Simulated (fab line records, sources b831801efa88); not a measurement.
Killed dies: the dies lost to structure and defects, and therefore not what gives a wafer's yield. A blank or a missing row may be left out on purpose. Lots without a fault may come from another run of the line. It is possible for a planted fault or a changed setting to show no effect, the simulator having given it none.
Problem report, 8D (eight disciplines) form, completed by code -- flow gf180mcu -- the parts of the form that need people (team, actions taken, sign-off) are left out

== 1. THE PROBLEM ==
oes product au at GF_V1_ETCH_17 reads a mean of 1.617 a.u. on 6 wafers of 2 lots; wafers without a fault read 0.855 a.u. with a standard deviation of 0.0048. That is +99 or more standard deviations from the usual mean.
The step: etches SiO2 in C4F8/O2/Ar, stops on TiN, target depth 630 nm.
The step gives no start for some of these wafers. The record holds 42 wafers of 14 lots with a number at this step. The rule behind "out" and "out of limits": a value lying over 4 standard deviations away from the usual mean. The other wafers with a number count as sound.

== 2. WHAT IT IS; WHAT IT IS NOT ==
question,is,is not
which readings at this step,oes product au,rf fwd power W
which lots,"L777, L778","L761, L763, L765, L766, L767, L768, L769, L774, L775, L776, L781, L782"
which wafers of those lots,all that have a number,-
read on which tools,"rie diel-02, rie diel-04",-

== 3. THE SUSPECTS, EACH WITH WHAT RULES IT OUT ==
Counting: a tool stays on the suspect list if, at a process step up to the reading, it processed all lots that are out and no sound lot following the first of them.
- plasma asher-03 at GF_CONTACT_STRIP_18 (strips in O2/N2): ruled out as a lasting fault. Following L777 (day 22 01:18), the first lot on it that is out, the sound lots L782 were run on it.
- cmp-02 at GF_V1_CMP_04 (polishes SiO2): ruled out as a lasting fault. Following L777 (day 23 02:43), the first lot on it that is out, the sound lots L782 were run on it.
Left after counting: nothing in the record.

== 4. THE CAUSE (what the simulator had put in) ==
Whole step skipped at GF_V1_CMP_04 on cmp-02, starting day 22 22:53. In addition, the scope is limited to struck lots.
The count ruled it out by mistake, since the rule takes a fault to strike every lot its tool runs from the start of the fault on, and this one did not do so.

== 5. THE CHAIN OF EFFECTS, in route order ==
Each row: a reading whose mean over the struck wafers that have a number lies more than 3 standard deviations from the usual. Only readings for which the record gives a usual standard deviation are gone through. hours: the time from each lot's start at the first step in this table that gives one to its start at this step, as a median over the lots. sigmas: the change in usual standard deviations.
hours,step,reading,usual,on struck wafers,change,sigmas
-,GF_V1_ETCH_17,oes product au,0.855 a.u.,1.617,+0.762,+99 or more
Its process steps:
- GF_V1_ETCH_17: etches SiO2 in C4F8/O2/Ar, stops on TiN, target depth 630 nm.
Readings that are blank on the struck wafers while sound wafers have them: edge zone pressure frac at GF_V1_CMP_04; head pressure psi at GF_V1_CMP_04; motor current A at GF_V1_CMP_04; time to endpoint s at GF_V1_CMP_04.

== 6. HOW IT WOULD HAVE BEEN CAUGHT EARLIER ==
At GF_V1_CMP_04 the tool's readings are blank on the struck wafers, where sound wafers have them: an empty tool record is the first sign, and it was there at once.
